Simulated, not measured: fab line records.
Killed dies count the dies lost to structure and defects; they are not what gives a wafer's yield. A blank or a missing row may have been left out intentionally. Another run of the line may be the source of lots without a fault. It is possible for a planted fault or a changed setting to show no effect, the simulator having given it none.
fab line records | flow gf180mcu
[record] lots = 6 wafers = 18 last-day = 33
route steps=602 shown V2@398 M3@409
lots with no fault: from the same line, run without faults
start-h: the number of hours between the record's first day and the start of the first shown wafer of the lot | wait-h: hours since the lot's step before | " the same as in the row above | L1.1+2: one row covering several wafers at once | - no value present, or no start provided | * or withheld: withheld | < > ~ a bound
route shown NAME@n: NAME is a module with steps in the file, n the number in the route of the first one | usual: the fault-free wafers' mean and standard deviation | same: alike in all rows | chamber/n: place in a boat | sites: per-site readings | _std_site: standard deviation of those values | _edge_site: inner sites' mean taken away from outer sites' mean | radius-mm: for every site, how far away it sits from the centre of the wafer | mask NAME#n: copy n | behind: the tool/chamber that last shaped the wafer | hold: why the lot was held/for how many hours/how that ended | device: names the non-switching transistor (n, p or np) | end of line: at the end of the route, the tests of the same wafers | for a step that has no rows: nothing shown but its recipe | killed: count of dies lost to structure and defects at first sort (not the wafer's yield) | map: per-die view of a wafer (x killed, . not killed, _ where there is no die)
set.NAME: the setting as run; set.NAME@STEP: as run at that earlier step | model.NAME: the simulator's own value behind a step, which no gauge read
lots at some steps of the route; a table a step, a row a wafer
services: a tool's chamber out of use, with start hour (start-h, from the record's first day; less than 0 if before it), hours out, and reason
[[steps]]
[step GF_V2_ETCH_16]
[recipe] chemistry = N2/H2 target-depth-a = withheld overetch-a = withheld time-s = withheld target = BARC ion-energy-ev = 200 source-w = 500 bias-w = 100 pressure-mtorr = 30 n2-flow-sccm = 100 h2-flow-sccm = 200
[step GF_V2_ETCH_17]
[recipe] chemistry = C4F8/O2/Ar mask-material = KrF target = SiO2 stop-on = TiN source-w = 1500 bias-w = 1200 pressure-mtorr = 40 c4f8-flow-sccm = withheld O2_flow_sccm = 6 Ar_flow_sccm = 300 time-s = withheld target-depth-a = 6300
[usual] oes-product-au = 0.857/0.0051
// columns lot.wafer tool chamber start-h wait-h oes-product-au
L994.2 rie-diel-01 1 - - 0.850
L994.3 " 3 " " 0.863
L994.4 " 3 " " 0.852
L100.1 rie-diel-03 1 - - 0.856
L100.3 " 2 " " 0.857
L100.6 " 0 " " 0.870
L101.1 rie-diel-01 0 - - 0.853
L101.4 " 3 " " 0.851
L101.5 " 0 " " 0.863
L108.2 rie-diel-01 1 - - 0.854
L108.5 " 0 " " 0.859
L108.6 " 3 " " 0.854
L111.1 rie-diel-02 2 - - 0.863
L111.3 " 0 " " 0.851
L111.5 " 2 " " 0.857
L112.2 rie-diel-03 1 - - 0.857
L112.4 " 0 " " 0.853
L112.5 " 1 " " 0.854
[step GF_V2_STRIP_18]
[recipe] chemistry = O2/N2 power-w = 1400 pressure-mtorr = 1500 platen-temp-c = 250 o2-flow-sccm = 3000 n2-flow-sccm = 300 overash-fraction = 0.5
[step GF_V2_STRIP_19]
[recipe] chemistry = post-etch-residue-remover time-s = 1200 temp-c = 72.5
[step GF_V2_CLEAN_20]
[recipe] chemistry = DIW dry = n2-spin
[step GF_V2_SPUTTER_21]
[recipe] material = Ti target-thk-nm = 15 chamber-pressure-pa = 5 power-w = 2500 substrate-temp-c = 200 time-s = 80.02
[usual] cathode-dc-power-W = 2500.0/0.46 chamber-pressure-pa = 5.001/0.01 throttle-valve-pct = 29.9/0.91
// columns lot.wafer tool chamber start-h wait-h cathode-dc-power-W chamber-pressure-pa throttle-valve-pct
L994.2 pvd-sputter-01 - 469.56 0.0 2500.1 5.004 29.7
L994.3 " - " " 2500.2 4.995 30.0
L994.4 " - " " 2500.1 5.011 31.1
L100.1 pvd-sputter-02 - 519.15 0.0 2499.7 4.999 29.0
L100.3 " - " " 2499.8 4.980 29.5
L100.6 " - " " 2499.5 4.989 28.2
L101.1 pvd-sputter-02 - 531.80 0.0 2499.6 5.009 28.4
L101.4 " - " " 2500.1 4.974 30.8
L101.5 " - " " 2499.1 5.001 30.8
L108.2 pvd-sputter-01 - 594.14 0.0 2500.2 5.012 30.1
L108.5 " - " " 2500.1 4.993 30.1
L108.6 " - " " 2500.6 4.993 31.4
L111.1 pvd-sputter-01 - 612.18 0.0 2500.0 5.012 29.6
L111.3 " - " " 2500.4 5.005 31.7
L111.5 " - " " 2500.0 4.992 29.6
L112.2 pvd-sputter-03 - 619.99 0.0 2500.6 5.006 30.8
L112.4 " - " " 2500.3 5.009 28.7
L112.5 " - " " 2499.6 5.011 29.6
[step GF_V2_SPUTTER_22]
[recipe] material = TiN target-thk-nm = 10 chamber-pressure-pa = 5 power-w = 4000 time-s = 40
[usual] cathode-dc-power-W = 3999.9/0.74 chamber-pressure-pa = 5.001/0.0097 throttle-valve-pct = 29.9/0.87
// columns lot.wafer tool chamber start-h wait-h cathode-dc-power-W chamber-pressure-pa throttle-valve-pct
L994.2 pvd-sputter-01 - 469.62 0.0 4000.0 5.008 29.8
L994.3 " - " " 3999.6 5.010 30.1
L994.4 " - " " 3999.4 5.004 31.1
L100.1 pvd-sputter-02 - 519.21 0.0 4001.6 4.992 28.9
L100.3 " - " " 3999.7 5.010 29.3
L100.6 " - " " 4000.2 5.011 28.3
L101.1 pvd-sputter-02 - 531.86 0.0 4000.2 5.007 28.3
L101.4 " - " " 4000.0 4.997 30.7
L101.5 " - " " 4000.5 4.999 30.5
L108.2 pvd-sputter-01 - 594.20 0.0 3999.7 4.987 30.2
L108.5 " - " " 3999.8 4.994 29.9
L108.6 " - " " 3999.4 5.010 31.3
L111.1 pvd-sputter-01 - 612.24 0.0 3999.5 4.992 30.0
L111.3 " - " " 4000.1 5.008 31.2
L111.5 " - " " 4001.2 4.994 29.5
L112.2 pvd-sputter-03 - 620.05 0.0 3999.0 4.995 30.6
L112.4 " - " " 3999.6 5.006 29.3
L112.5 " - " " 4000.0 5.013 29.7
[step GF_V2_CVD_23]
[recipe] material = W target-thk-nm = 350 time-s = 104.94 temp-c = 400 pressure-torr = 40
[step GF_V2_RS_MEAS_24]
[recipe] thk-meas-gauge = four-point-probe reads = W_of_V2_CVD_23+TiN_of_V2_SPUTTER_22+Ti_of_V2_SPUTTER_21
[usual] V2_W_RS = 0.327/0.0051
// columns lot.wafer tool chamber start-h wait-h V2_W_RS[ohm/sq]
L994.2 film-metro-04 - 469.79 0.1 0.327
L994.3 " - " " 0.326
L994.4 " - " " 0.320
L100.1 film-metro-02 - 519.36 0.1 0.326
L100.3 " - " " 0.320
L100.6 " - " " 0.327
L101.1 film-metro-02 - 532.01 0.1 0.335
L101.4 " - " " 0.327
L101.5 " - " " 0.324
L108.2 film-metro-04 - 594.37 0.1 0.329
L108.5 " - " " 0.322
L108.6 " - " " 0.327
L111.1 film-metro-02 - 612.39 0.1 0.328
L111.3 " - " " 0.327
L111.5 " - " " 0.330
L112.2 film-metro-04 - 620.22 0.1 0.331
L112.4 " - " " 0.332
L112.5 " - " " 0.334
[step GF_V2_THK_MEAS_25]
[recipe] thk-meas-gauge = xrf reads = W_of_V2_CVD_23
[usual] V2_W_THK = 357/6
// columns lot.wafer tool chamber start-h wait-h V2_W_THK[nm]
L994.2 film-metro-04 - 469.90 0.1 360
L994.3 " - " " 360
L994.4 " - " " 366
L100.1 film-metro-02 - 519.48 0.1 358
L100.3 " - " " 365
L100.6 " - " " 355
L101.1 film-metro-02 - 532.13 0.1 350
L101.4 " - " " 358
L101.5 " - " " 361
L108.2 film-metro-04 - 594.48 0.1 357
L108.5 " - " " 366
L108.6 " - " " 359
L111.1 film-metro-02 - 612.51 0.1 359
L111.3 " - " " 359
L111.5 " - " " 356
L112.2 film-metro-04 - 620.33 0.1 352
L112.4 " - " " 348
L112.5 " - " " 350
[step GF_V2_CMP_26]
[recipe] stop-on = SiO2 down-force-psi = 3.5 platen-rpm = 60 t-overpolish-s = 15 target-thk-nm = 0 pad-velocity-m-s = 0.94248
[step GF_M3_SPUTTER_00]
[recipe] material = Ti target-thk-nm = 37.5 arriving-ion-energy-ev = 80 substrate-temp-c = 200 chamber-pressure-pa = 2 power-w = 4000 time-s = 150
[usual] cathode-dc-power-W = 4000.0/0.77 chamber-pressure-pa = 2.000/0.0042 throttle-valve-pct = 29.7/0.86
// columns lot.wafer tool chamber start-h wait-h cathode-dc-power-W chamber-pressure-pa throttle-valve-pct
L994.2 pvd-sputter-01 - 470.25 0.2 4000.6 2.002 31.1
L994.3 " - " " 3999.5 2.003 30.1
L994.4 " - " " 4000.3 2.004 30.4
L100.1 pvd-sputter-03 - 519.84 0.1 3999.9 2.000 30.7
L100.3 " - " " 3998.8 1.999 31.3
L100.6 " - " " 4001.2 1.996 29.2
L101.1 pvd-sputter-04 - 532.52 0.2 4000.2 2.001 29.9
L101.4 " - " " 3999.3 2.002 28.2
L101.5 " - " " 4000.4 2.004 28.8
L108.2 pvd-sputter-01 - 594.83 0.1 4000.6 1.994 29.7
L108.5 " - " " 3999.6 1.997 30.3
L108.6 " - " " 4000.3 1.995 29.4
L111.1 pvd-sputter-04 - 612.87 0.2 3999.8 2.001 28.8
L111.3 " - " " 3999.7 1.997 28.5
L111.5 " - " " 3999.8 1.997 29.8
L112.2 pvd-sputter-04 - 620.68 0.2 3999.2 2.000 28.6
L112.4 " - " " 3999.7 2.001 29.7
L112.5 " - " " 3999.0 2.001 29.6
[step GF_M3_SPUTTER_01]
[recipe] material = TiN target-thk-nm = 30 power-w = 6500 time-s = 25 chamber-pressure-pa = 0.4
[usual] cathode-dc-power-W = 6500.1/1.3 chamber-pressure-pa = 0.4001/0.00093 throttle-valve-pct = 29.7/0.85
// columns lot.wafer tool chamber start-h wait-h cathode-dc-power-W chamber-pressure-pa throttle-valve-pct
L994.2 pvd-sputter-01 - 470.35 0.1 6499.5 0.4006 31.3
L994.3 " - " " 6500.7 0.3996 29.8
L994.4 " - " " 6500.4 0.3991 30.2
L100.1 pvd-sputter-03 - 519.94 0.1 - - -
L100.3 " - " " - - -
L100.6 " - " " - - -
L101.1 pvd-sputter-04 - 532.62 0.1 - - -
L101.4 " - " " - - -
L101.5 " - " " - - -
L108.2 pvd-sputter-01 - 594.93 0.1 6501.5 0.3995 29.9
L108.5 " - " " 6500.4 0.4013 30.2
L108.6 " - " " 6501.0 0.3998 29.6
L111.1 pvd-sputter-04 - 612.97 0.1 6499.8 0.3999 28.6
L111.3 " - " " 6499.9 0.4005 28.0
L111.5 " - " " 6502.7 0.3993 29.6
L112.2 pvd-sputter-04 - 620.78 0.1 6500.6 0.3994 28.9
L112.4 " - " " 6500.7 0.3995 29.6
L112.5 " - " " 6499.9 0.4014 29.8
[step GF_M3_SPUTTER_02]
[recipe] material = AlCu target-thk-nm = 450 power-w = 10600 time-s = 23.9 chamber-pressure-pa = 0.4
[step GF_M3_SPUTTER_03]
[recipe] material = Ti target-thk-nm = 10 substrate-temp-c = 300 chamber-pressure-pa = 0.3 power-w = 3000 time-s = 6.7
[step GF_M3_SPUTTER_04]
[recipe] material = TiN target-thk-nm = 50 power-w = 6500 time-s = 41.7 chamber-pressure-pa = 0.4
[step GF_M3_DEHYDRATE_07]
[recipe] temp-c = 200 time-s = 60
[step GF_M3_HMDS_08]
[recipe] prime-time-s = 60 prime-temp-c = 120
[step GF_M3_COAT_09]
[recipe] resist = KrF spin-rpm = withheld resist-thk-nm = 1000
[step GF_M3_SOFTBAKE_10]
[recipe] temp-c = 130 time-s = 60 resist = KrF
[step GF_M3_EXPOSE_11]
[recipe] mask-id = Metal3 target-cd-nm = 280 na = 0.68 source-shape = conventional sigma-outer = 0.6 dose-mj = 28
[step GF_M3_PEB_12]
[recipe] peb-temp-c = 135 peb-time-s = 90 resist = KrF
[step GF_M3_DEVELOP_13]
[recipe] develop-time-s = 60 dev-temp-c = 21
[step GF_M3_CD_MEAS_14]
[recipe] target-cd-nm = 280
[usual] cd-nm = 279.9/1.3
// columns lot.wafer tool chamber start-h wait-h cd-nm
L994.2 cd-sem-02 - 494.68 0.1 280.8
L994.3 " - " " 282.2
L994.4 " - " " 281.0
L100.1 cd-sem-01 - 542.11 0.1 281.0
L100.3 " - " " 280.3
L100.6 " - " " 280.3
L101.1 cd-sem-02 - 555.51 0.1 279.0
L101.4 " - " " 279.3
L101.5 " - " " 277.2
L108.2 cd-sem-02 - 616.07 0.1 281.2
L108.5 " - " " 281.5
L108.6 " - " " 280.3
L111.1 cd-sem-01 - 633.65 0.1 280.8
L111.3 " - " " 282.6
L111.5 " - " " 281.9
L112.2 cd-sem-02 - 640.78 0.1 279.6
L112.4 " - " " 279.2
L112.5 " - " " 280.3
[step GF_M3_OVL_MEAS_15]
[usual] M3_OVL = -1/4.8
// columns lot.wafer tool chamber start-h wait-h M3_OVL[nm]
L994.2 overlay-02 - 494.79 0.1 0
L994.3 " - " " -7
L994.4 " - " " -1
L100.1 overlay-02 - 542.23 0.1 -4
L100.3 " - " " 0
L100.6 " - " " -2
L101.1 overlay-02 - 555.63 0.1 -6
L101.4 " - " " -6
L101.5 " - " " -8
L108.2 overlay-01 - 616.18 0.1 6
L108.5 " - " " -1
L108.6 " - " " 7
L111.1 overlay-01 - 633.77 0.1 0
L111.3 " - " " -2
L111.5 " - " " -7
L112.2 overlay-02 - 640.89 0.1 2
L112.4 " - " " 8
L112.5 " - " " 7
[step GF_M3_METAL_ETCH_16]
[recipe] chemistry = Cl2/BCl3 mask-material = KrF target-depth-nm = 627.5 stop-on = SiO2 pressure-mtorr = 8 icp-w = 800 bias-w = 140 Cl2_flow_sccm = 80 bcl3-flow-sccm = 40 time-s = 104.6
[usual] drypump-motor-current-A = 5.51/0.23 oes-product-au = 0.970/0.0068 throttle-valve-pct = 28.253/0.0099
// columns lot.wafer tool chamber start-h wait-h drypump-motor-current-A oes-product-au rf-hours-counter-h throttle-valve-pct
L994.2 rie-metal-02 0 494.82 0.0 5.33 0.976 11 28.258
L994.3 " 1 " " 5.45 0.977 - 28.235
L994.4 " 0 " " 5.32 0.976 - 28.240
L100.1 rie-metal-02 0 542.27 0.0 5.32 0.928 12 28.287
L100.3 " 0 " " 5.32 0.946 - 28.284
L100.6 " 1 " " 5.46 0.932 - 28.289
L101.1 rie-metal-04 1 555.67 0.0 5.74 0.946 10 28.290
L101.4 " 1 " " 5.76 0.938 - 28.291
L101.5 " 1 " " 5.77 0.947 - 28.291
L108.2 rie-metal-04 0 616.24 0.1 5.20 0.969 - 28.250
L108.5 " 0 " " 5.18 0.969 - 28.245
L108.6 " 0 " " 5.19 0.972 - 28.249
L111.1 rie-metal-01 0 633.81 0.0 5.75 0.971 10 28.266
L111.3 " 1 " " 5.77 0.958 - 28.269
L111.5 " 0 " " 5.74 0.972 - 28.246
L112.2 rie-metal-02 0 640.92 0.0 5.33 0.971 2 28.242
L112.4 " 1 " " 5.43 0.962 - 28.271
L112.5 " 1 " " 5.43 0.970 - 28.252
[step GF_M3_STRIP_17]
[recipe] chemistry = O2/N2 power-w = 1400 pressure-mtorr = 1500 platen-temp-c = 250 o2-flow-sccm = 3000 n2-flow-sccm = 300 overash-fraction = 0.5
[usual] drypump-motor-current-A = 5.7/0.37 heater-power-w = 332/22 oes-product-au = 0.558/0.0052 strip-time-to-endpoint-s = 7.88/0.052
// columns lot.wafer tool chamber start-h wait-h drypump-motor-current-A heater-power-w oes-product-au rf-hours-counter-h strip-time-to-endpoint-s
L994.2 plasma-asher-04 1 494.93 0.1 5.8 359 0.558 84 7.88
L994.3 " 1 " " 5.8 355 0.546 - 7.86
L994.4 " 0 " " 5.2 332 0.564 - 7.88
L100.1 plasma-asher-02 1 542.38 0.1 6.2 292 0.561 12 7.90
L100.3 " 1 " " 6.2 291 0.559 - 7.89
L100.6 " 1 " " 6.2 293 0.559 - 7.85
L101.1 plasma-asher-02 0 555.82 0.1 6.3 310 0.561 14 7.89
L101.4 " 1 " " 6.3 291 0.558 - 7.88
L101.5 " 1 " " 6.3 287 0.562 - 7.88
L108.2 plasma-asher-03 0 616.43 0.1 5.9 332 0.560 49 7.85
L108.5 " 0 " " 5.9 322 0.562 - 7.92
L108.6 " 1 " " 5.6 347 0.560 - 7.91
L111.1 plasma-asher-04 1 633.92 0.1 5.8 357 0.562 101 7.83
L111.3 " 0 " " 5.2 327 0.561 - 7.97
L111.5 " 0 " " 5.2 337 0.558 - 7.82
L112.2 plasma-asher-03 1 641.03 0.1 5.6 364 0.558 52 7.91
L112.4 " 1 " " 5.6 353 0.549 - 7.81
L112.5 " 1 " " 5.6 351 0.558 - 7.86
[[services]]
// columns tool chamber start-h hours kind
pvd-sputter-04 - 453.25 3.9 repair
pvd-sputter-02 - 467.07 4.9 repair
plasma-asher-03 - 476.03 0.3 repair
rie-diel-02 - 478.33 2.8 pm
plasma-asher-03 - 484.29 28.1 pm
rie-metal-04 - 491.01 2.8 pm
rie-diel-02 2 493.54 9.2 repair
pvd-sputter-03 - 495.87 2.6 repair
rie-diel-02 - 501.83 0.9 repair
pvd-sputter-01 - 512.83 7.4 repair
pvd-sputter-04 - 516.07 3.1 repair
pvd-sputter-03 - 530.80 7.7 repair
pvd-sputter-01 - 531.37 2.5 repair
plasma-asher-02 - 533.10 1.8 repair
rie-diel-02 1 541.44 3.1 repair
pvd-sputter-03 - 553.62 14.8 repair
plasma-asher-02 - 558.75 27.8 pm
rie-diel-02 2 579.92 3.2 repair
rie-metal-02 1 580.47 4.4 repair
rie-metal-02 1 613.93 5.6 repair
plasma-asher-02 - 616.36 1.6 repair
plasma-asher-02 - 616.73 1.6 repair
pvd-sputter-02 - 616.88 3.5 repair
rie-diel-01 0 637.65 4.5 repair
[[key]]
[first-sign] step = GF_M3_SPUTTER_01 reading = tool-record direction = missing
[effect] step = GF_M3_METAL_ETCH_16 reading = oes-product-au direction = down sigmas = 4.5 usual = 0.970 struck = 0.940
met-at GF_M3_SPUTTER_01
struck-wafers L100.1,L100.3,L100.6,L101.1,L101.4,L101.5
later-rows-left-out L100.1,L100.3,L100.6,L101.1,L101.4,L101.5
sort-left-out L100.1,L100.3,L100.6,L101.1,L101.4,L101.5
[fault] kind = skipped-step-whole tool = pvd-sputter-03,pvd-sputter-04 chamber = - onset-h = 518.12 steps = GF_M3_SPUTTER_01 scope = struck-lots-only
// sort-left-out: the simulated sort isn't trusted on such a fault, so these wafers' sort isn't shown, and their yield isn't known
// later-rows-left-out: the simulator's readings of these wafers behind a module that went badly wrong aren't trusted and aren't shown, but for the sort
